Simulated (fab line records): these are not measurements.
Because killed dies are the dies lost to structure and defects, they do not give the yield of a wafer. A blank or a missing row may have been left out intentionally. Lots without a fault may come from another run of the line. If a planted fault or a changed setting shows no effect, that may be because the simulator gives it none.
Chamber matching -- flow gf180mcu -- GF_CONTACT_CMP_27 on cmp-02: 4 sister chambers
The step polishes, stops on SiO2, t overpolish 15 s, target thk 0 nm. 4 wafers are shown with their chamber, then 8 later ones without.

## WAFERS PAIRED WITH THEIR CHAMBERS
wafer,chamber,motorCurrentA (A)
L723.4,0,12.4
L724.1,1,8.7
L724.3,2,10.8
L726.1,3,11.2

## WAFERS MISSING THEIR CHAMBER
wafer,motorCurrentA (A)
L726.4,11.8
L726.5,11.1
L728.1,8.3
L728.5,11.3
L728.6,11.5
L736.1,11.1
L736.4,8.6
L736.5,10.9

## EACH ONE'S CHAMBER
wafer,from the rows above,in truth
L726.4,can't be placed: 0 or 3 or 2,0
L726.5,can't be placed: 3 or 2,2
L728.1,1,1
L728.5,can't be placed: 3 or 2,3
L728.6,can't be placed: 3 or 2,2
L736.1,can't be placed: 3 or 2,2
L736.4,1,1
L736.5,can't be placed: 2 or 3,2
2 of 8 placed correctly. Not placeable from these rows: 6 (in 6, the candidates include the true chamber). Number placed wrongly: 0.
How it was worked out, from the rows above alone: a wafer's distance from a chamber is the root of the sum, over the readings, of the square of ((its reading less the chamber's mean) divided by the reading's scatter). If the next closest chamber is less than 2 further off than the closest, the wafer can't be placed; otherwise it belongs to the closest. For every chamber, the mean is computed from those of its wafers that are shown. The scatter: root of mean squared gap, hidden wafer to nearest shown wafer, with one shown wafer a chamber.
